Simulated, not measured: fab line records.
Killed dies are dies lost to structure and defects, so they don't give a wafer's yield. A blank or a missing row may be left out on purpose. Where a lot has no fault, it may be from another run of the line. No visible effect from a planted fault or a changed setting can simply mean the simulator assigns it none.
Which tool is to blame? || flow sky130 || 12 lots, 36 wafers sampled, at 3 steps of a route of 708

== WHAT EACH GAUGE READ, for each wafer ==
SKY_VIA1_RS_MEAS_22: measurement is done with a four-point probe. Usual: for VIA1_W_RS the level is 0.428 ohm/sq and the standard deviation is 0.0043.
{"lot": "L298", "measured": "day 33 14:34", "on": "film metro-04", "VIA1_W_RS (ohm/sq)": "0.433 0.423 0.428", "flag": ""}
{"lot": "L300", "measured": "day 34 13:25", "on": "film metro-03", "VIA1_W_RS (ohm/sq)": "0.426 0.429 0.421", "flag": ""}
{"lot": "L302", "measured": "day 35 03:55", "on": "film metro-03", "VIA1_W_RS (ohm/sq)": "0.423 0.420 0.429", "flag": ""}
{"lot": "L305", "measured": "day 36 02:58", "on": "film metro-03", "VIA1_W_RS (ohm/sq)": "0.428 0.425 0.419", "flag": ""}
{"lot": "L307", "measured": "day 37 00:42", "on": "film metro-03", "VIA1_W_RS (ohm/sq)": "0.423 0.423 0.420", "flag": ""}
{"lot": "L313", "measured": "day 38 17:37", "on": "film metro-02", "VIA1_W_RS (ohm/sq)": "0.431 0.425 0.431", "flag": ""}
{"lot": "L314", "measured": "day 39 16:04", "on": "film metro-03", "VIA1_W_RS (ohm/sq)": "0.426 0.425 0.423", "flag": ""}
{"lot": "L315", "measured": "day 40 17:52", "on": "film metro-02", "VIA1_W_RS (ohm/sq)": "0.421 0.426 0.422", "flag": ""}
{"lot": "L317", "measured": "day 40 19:16", "on": "film metro-02", "VIA1_W_RS (ohm/sq)": "0.425 0.425 0.429", "flag": ""}
{"lot": "L318", "measured": "day 40 20:13", "on": "film metro-02", "VIA1_W_RS (ohm/sq)": "0.436 0.429 0.431", "flag": ""}
{"lot": "L321", "measured": "day 40 21:22", "on": "film metro-04", "VIA1_W_RS (ohm/sq)": "0.428 0.432 0.428", "flag": ""}
{"lot": "L320", "measured": "day 41 00:28", "on": "film metro-03", "VIA1_W_RS (ohm/sq)": "0.426 0.421 0.425", "flag": ""}

SKY_VIA1_THK_MEAS_23: measures by xrf. Usual: for VIA1_W_THK the level is 276 nm and the standard deviation is 3.9.
{"lot": "L298", "measured": "day 33 14:41", "on": "film metro-04", "VIA1_W_THK (nm)": "274 279 278", "flag": ""}
{"lot": "L300", "measured": "day 34 13:31", "on": "film metro-03", "VIA1_W_THK (nm)": "276 277 281", "flag": ""}
{"lot": "L302", "measured": "day 35 04:02", "on": "film metro-03", "VIA1_W_THK (nm)": "282 283 277", "flag": ""}
{"lot": "L305", "measured": "day 36 03:04", "on": "film metro-03", "VIA1_W_THK (nm)": "277 279 282", "flag": ""}
{"lot": "L307", "measured": "day 37 00:48", "on": "film metro-03", "VIA1_W_THK (nm)": "281 279 282", "flag": ""}
{"lot": "L313", "measured": "day 38 17:44", "on": "film metro-02", "VIA1_W_THK (nm)": "270 275 271", "flag": ""}
{"lot": "L314", "measured": "day 39 16:11", "on": "film metro-03", "VIA1_W_THK (nm)": "278 281 280", "flag": ""}
{"lot": "L315", "measured": "day 40 17:59", "on": "film metro-02", "VIA1_W_THK (nm)": "277 274 277", "flag": ""}
{"lot": "L317", "measured": "day 40 19:23", "on": "film metro-02", "VIA1_W_THK (nm)": "273 275 272", "flag": ""}
{"lot": "L318", "measured": "day 40 20:19", "on": "film metro-02", "VIA1_W_THK (nm)": "268 273 270", "flag": ""}
{"lot": "L321", "measured": "day 40 21:29", "on": "film metro-04", "VIA1_W_THK (nm)": "277 274 275", "flag": ""}
{"lot": "L320", "measured": "day 41 00:35", "on": "film metro-03", "VIA1_W_THK (nm)": "280 284 279", "flag": ""}

SKY_METAL2_CD_MEAS_15: the cd target is 140 nm. Usual: 140.4 nm for cd nm, sd 1.3.
{"lot": "L298", "measured": "day 34 17:38", "on": "cd sem-02", "cd nm (nm)": "139.0 139.1 139.9", "flag": ""}
{"lot": "L300", "measured": "day 35 16:30", "on": "cd sem-02", "cd nm (nm)": "142.7 141.6 140.6", "flag": ""}
{"lot": "L302", "measured": "day 36 07:41", "on": "cd sem-02", "cd nm (nm)": "138.4 140.5 138.7", "flag": ""}
{"lot": "L305", "measured": "day 37 06:02", "on": "cd sem-02", "cd nm (nm)": "137.2 139.2 138.4", "flag": ""}
{"lot": "L307", "measured": "day 38 03:10", "on": "cd sem-02", "cd nm (nm)": "141.5 141.2 140.9", "flag": ""}
{"lot": "L313", "measured": "day 39 18:41", "on": "cd sem-01", "cd nm (nm)": "141.3 141.3 139.5", "flag": ""}
{"lot": "L314", "measured": "day 40 16:56", "on": "cd sem-02", "cd nm (nm)": "141.5 142.5 142.6", "flag": ""}
{"lot": "L315", "measured": "day 41 18:08", "on": "cd sem-01", "cd nm (nm)": "137.9 138.2 139.2", "flag": ""}
{"lot": "L317", "measured": "day 41 19:15", "on": "cd sem-02", "cd nm (nm)": "141.8 140.6 140.8", "flag": ""}
{"lot": "L318", "measured": "day 41 20:42", "on": "cd sem-02", "cd nm (nm)": "141.4 140.3 140.7", "flag": ""}
{"lot": "L321", "measured": "day 41 21:41", "on": "cd sem-02", "cd nm (nm)": "140.6 140.4 142.4", "flag": ""}
{"lot": "L320", "measured": "day 42 00:50", "on": "cd sem-02", "cd nm (nm)": "140.2 139.5 139.2", "flag": ""}

== EACH LOT AND THE TOOL THAT RAN IT (in order: tool; ch and the chambers of the sampled wafers; start) ==
Before these readings, the record contains no process step.

== AS READ BY THE TOOLS THEMSELVES (means over the sampled wafers that have a number; for cases with no such wafer, the mark the record gives instead) ==
The record holds no such reading with a usual standard deviation.

== THE ANSWER, worked out from the rows above alone ==
Rule: lot off if the mean of its wafers having a number is beyond 3 standard deviations from the usual mean. A lot without any number at a reading at which 4 lots or more have one is off too. Any other lot the step has rows for is counted as sound. First the gauges in route order, then the tools' own readings, where a lot's mean is used as printed above. At the first step where some lot is off, the reading lying furthest off is the one used; lots without a number count as furthest.
Across all readings shown, no lot is off: no conclusion can be drawn from this.

== WHAT THE SIMULATOR PUT IN ==
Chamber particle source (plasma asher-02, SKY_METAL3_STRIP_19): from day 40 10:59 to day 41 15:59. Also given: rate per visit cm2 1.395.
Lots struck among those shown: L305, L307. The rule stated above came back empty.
